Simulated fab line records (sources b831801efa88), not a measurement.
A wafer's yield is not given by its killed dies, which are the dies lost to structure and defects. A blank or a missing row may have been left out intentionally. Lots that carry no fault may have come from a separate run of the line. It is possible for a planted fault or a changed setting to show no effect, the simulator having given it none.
The tool behind it: which one?    flow sfqLine    15 lots with 45 wafers sampled at 3 steps, on a route of 325 steps

## WHAT THE GAUGES READ, wafer by wafer
SFQ_M5_OVL_MEAS_932.
lot   measured      on          M5_OVL (nm)
L208  day 64 13:47  overlay-01  2 5 4
L210  day 65 08:25  overlay-02  6 7 2
L211  day 65 20:25  overlay-02  3 9 -4
L213  day 67 06:01  overlay-01  10 0 7
L214  day 67 09:37  overlay-01  11 9 8
L215  day 67 13:13  overlay-02  4 5 2
L216  day 67 15:38  overlay-02  9 7 10
L217  day 67 20:25  overlay-01  -6 -6 0
L218  day 68 07:13  overlay-02  5 2 5
L220  day 68 12:01  overlay-02  7 12 6
L221  day 68 13:13  overlay-02  6 7 0
L222  day 69 01:13  overlay-01  3 3 2
L228  day 70 13:13  overlay-01  7 8 3
L229  day 70 14:25  overlay-02  0 2 5
L230  day 70 15:37  overlay-01  3 -3 -1

## WHAT TOOL EACH LOT RAN ON (gives the tool, then ch and the chambers of the sampled wafers, and finally the start)
lot   SFQ_TRILAYER_JJ_TRILAYER_DEP_SPUTTER_110  SFQ_TRILAYER_JJ_CE_ETCH_RIE_118
L208  pvdSputter-03, day 53 15:21               rieMetal-04 ch 0,1, day 59 01:52
L210  pvdSputter-06, day 54 06:57               rieMetal-01 ch 0,1, day 59 16:16
L211  pvdSputter-03, day 54 16:21               rieMetal-04 ch 0,1, day 60 04:19
L213  pvdSputter-05, day 57 11:19               rieMetal-01 ch 0,1, day 62 09:12
L214  pvdSputter-06, day 57 12:32               rieMetal-01 ch 0,1, day 62 10:24
L215  pvdSputter-03, day 62 16:08               rieMetal-04 ch 0,1, day 62 21:02
L216  pvdSputter-05, day 62 17:31               rieMetal-01 ch 0,1, day 62 23:26
L217  pvdSputter-05, day 63 01:34               rieMetal-04 ch 0,1, day 63 06:28
L218  pvdSputter-06, day 63 05:10               rieMetal-01 ch 1, day 64 04:07
L220  pvdSputter-03, day 64 00:32               rieMetal-04 ch 0,1, day 64 09:45
L221  pvdSputter-06, day 64 06:26               rieMetal-04 ch 0,1, day 64 11:18
L222  pvdSputter-06, day 64 18:28               rieMetal-04 ch 0,1, day 64 23:19
L228  pvdSputter-05, day 67 20:17               rieMetal-04 ch 0,1, day 68 01:47
L229  pvdSputter-05, day 67 22:41               rieMetal-02 ch 0,1, day 68 05:23
L230  pvdSputter-06, day 68 01:05               rieMetal-01 ch 0,1, day 68 07:47
- SFQ_TRILAYER_JJ_TRILAYER_DEP_SPUTTER_110: material Al, target thk 8 nm, time 10 s.
- SFQ_TRILAYER_JJ_CE_ETCH_RIE_118: chemistry SF6, target Nb, stops on Al2O3, time 97.7 s, target depth 170 nm.

## WHAT THE TOOLS THEMSELVES READ (means of the sampled wafers that have a number; where no wafer has one, the mark that the record gives instead)
SFQ_TRILAYER_JJ_TRILAYER_DEP_SPUTTER_110.
lot   tool           throttleValvePct (%)
L208  pvdSputter-03  30.7
L210  pvdSputter-06  29.6
L211  pvdSputter-03  30.3
L213  pvdSputter-05  29.5
L214  pvdSputter-06  30.0
L215  pvdSputter-03  30.2
L216  pvdSputter-05  29.5
L217  pvdSputter-05  29.2
L218  pvdSputter-06  29.8
L220  pvdSputter-03  30.2
L221  pvdSputter-06  29.9
L222  pvdSputter-06  29.4
L228  pvdSputter-05  29.5
L229  pvdSputter-05  29.3
L230  pvdSputter-06  30.5

SFQ_TRILAYER_JJ_CE_ETCH_RIE_118.
lot   tool         drypumpMotorCurrentA (A)  oesProductAu (a.u.)
L208  rieMetal-04  6.5                       0.994
L210  rieMetal-01  5.5                       0.989
L211  rieMetal-04  6.5                       0.990
L213  rieMetal-01  5.5                       0.981
L214  rieMetal-01  5.5                       0.975
L215  rieMetal-04  6.6                       0.993
L216  rieMetal-01  5.5                       0.987
L217  rieMetal-04  6.5                       0.992
L218  rieMetal-01  5.6                       0.989
L220  rieMetal-04  6.5                       0.969
L221  rieMetal-04  6.5                       0.954
L222  rieMetal-04  6.6                       0.944
L228  rieMetal-04  6.6                       0.984
L229  rieMetal-02  5.7                       0.993
L230  rieMetal-01  5.5                       0.978

## THE ANSWER, worked out from the rows above alone
Rule: what is usual is taken from the lots themselves. The widest of any qualifying gaps counts: lots, ordered by their means at a reading, are off when they make up no more than a third of the lots, leave a main group of 4 or more, and stand apart from it by 3 or more times the standard deviation of that group's means. A main group is skipped when, at the precision printed for the reading in the tables above, its means are all equal. Also off: a lot with no number at a reading for which 4 or more lots have one. All remaining lots with rows at the step are treated as sound. Order of review: gauges by route order, followed by the tools' own readings, for which a lot's mean as printed above is used. At the first step where some lot is off, the reading lying furthest off is the one used; lots without a number count as furthest.
Nothing can be told from this: no lot is off at any reading shown.

## WHAT THE SIMULATOR HAD PUT IN
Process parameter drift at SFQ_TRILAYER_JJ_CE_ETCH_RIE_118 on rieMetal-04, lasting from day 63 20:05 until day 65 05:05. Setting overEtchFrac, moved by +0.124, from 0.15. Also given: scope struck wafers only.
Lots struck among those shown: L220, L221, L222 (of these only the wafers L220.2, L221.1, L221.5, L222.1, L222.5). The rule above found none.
